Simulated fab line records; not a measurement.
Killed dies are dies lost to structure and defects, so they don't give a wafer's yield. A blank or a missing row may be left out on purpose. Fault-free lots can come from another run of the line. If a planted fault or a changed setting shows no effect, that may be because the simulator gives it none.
What tool caused it? + flow gf180mcu + Sampling: 12 lots, 36 wafers, 3 of 602 route steps

## WHAT THE GAUGES SHOWED, per wafer
GF_M5_CD_MEAS_07 targets a cd of 280 nm.
| lot  | measured     | on        | cd_nm (nm)        |
|------|--------------|-----------|-------------------|
| L075 | day 26 10:01 | cd_sem-01 | 278.2 278.6 278.4 |
| L077 | day 27 15:19 | cd_sem-01 | 278.9 278.8 280.0 |
| L079 | day 28 01:52 | cd_sem-02 | 278.8 279.4 279.4 |
| L081 | day 28 16:21 | cd_sem-01 | 279.4 279.0 279.6 |
| L083 | day 29 00:12 | cd_sem-01 | 278.9 279.2 280.0 |
| L085 | day 29 23:19 | cd_sem-02 | 279.0 280.2 278.9 |
| L087 | day 30 08:20 | cd_sem-01 | 277.8 278.4 278.4 |
| L089 | day 30 22:15 | cd_sem-01 | 279.8 279.2 280.0 |
| L091 | day 31 07:42 | cd_sem-01 | 278.8 278.8 279.3 |
| L093 | day 31 18:12 | cd_sem-01 | 279.0 279.1 281.6 |
| L095 | day 32 08:20 | cd_sem-02 | 277.6 276.7 277.4 |
| L097 | day 32 18:42 | cd_sem-02 | 279.3 278.4 279.5 |

## EACH LOT AND THE TOOL THAT RAN IT (in order: tool; ch and the chambers of the sampled wafers; start)
| lot  | GF_V3_SPUTTER_21             | GF_V3_CVD_23                  |
|------|------------------------------|-------------------------------|
| L075 | pvd_sputter-03, day 22 14:29 | cvd_w-02 ch 0,1, day 22 14:37 |
| L077 | pvd_sputter-01, day 23 22:22 | cvd_w-01 ch 0,1, day 23 22:31 |
| L079 | pvd_sputter-03, day 24 11:05 | cvd_w-02 ch 0, day 24 11:11   |
| L081 | pvd_sputter-04, day 25 01:31 | cvd_w-01 ch 0,1, day 25 01:37 |
| L083 | pvd_sputter-03, day 25 11:08 | cvd_w-02 ch 1, day 25 11:14   |
| L085 | pvd_sputter-01, day 26 13:28 | cvd_w-02 ch 1, day 26 13:41   |
| L087 | pvd_sputter-04, day 26 21:32 | cvd_w-02 ch 0,1, day 26 21:40 |
| L089 | pvd_sputter-03, day 27 14:07 | cvd_w-02 ch 0,1, day 27 14:13 |
| L091 | pvd_sputter-04, day 27 23:58 | cvd_w-01 ch 0,1, day 28 00:04 |
| L093 | pvd_sputter-01, day 28 13:25 | cvd_w-01 ch 0,1, day 28 13:31 |
| L095 | pvd_sputter-04, day 29 05:59 | cvd_w-01 ch 0,1, day 29 06:05 |
| L097 | pvd_sputter-01, day 29 14:33 | cvd_w-01 ch 0,1, day 29 14:39 |
- GF_V3_SPUTTER_21: material Ti, target thk 15 nm, time 80.02 s.
- GF_V3_CVD_23: deposits W, target thk 350 nm, time 104.9 s.

## THE ANSWER, worked out from the rows above alone
Rule: what is usual is taken from the lots themselves. The widest of any qualifying gaps counts: lots, ordered by their means at a reading, are off when they make up no more than a third of the lots, leave a main group of 4 or more, and stand apart from it by 3 or more times the standard deviation of that group's means. The tables above print the reading to a certain number of digits; a main group whose means all agree to those digits is not used. A lot without any number at a reading at which 4 lots or more have one is off too. All remaining lots with rows at the step are treated as sound.
No lot is off on any of the readings shown, so nothing can be concluded from this.

## WHAT WAS PUT IN BY THE SIMULATOR
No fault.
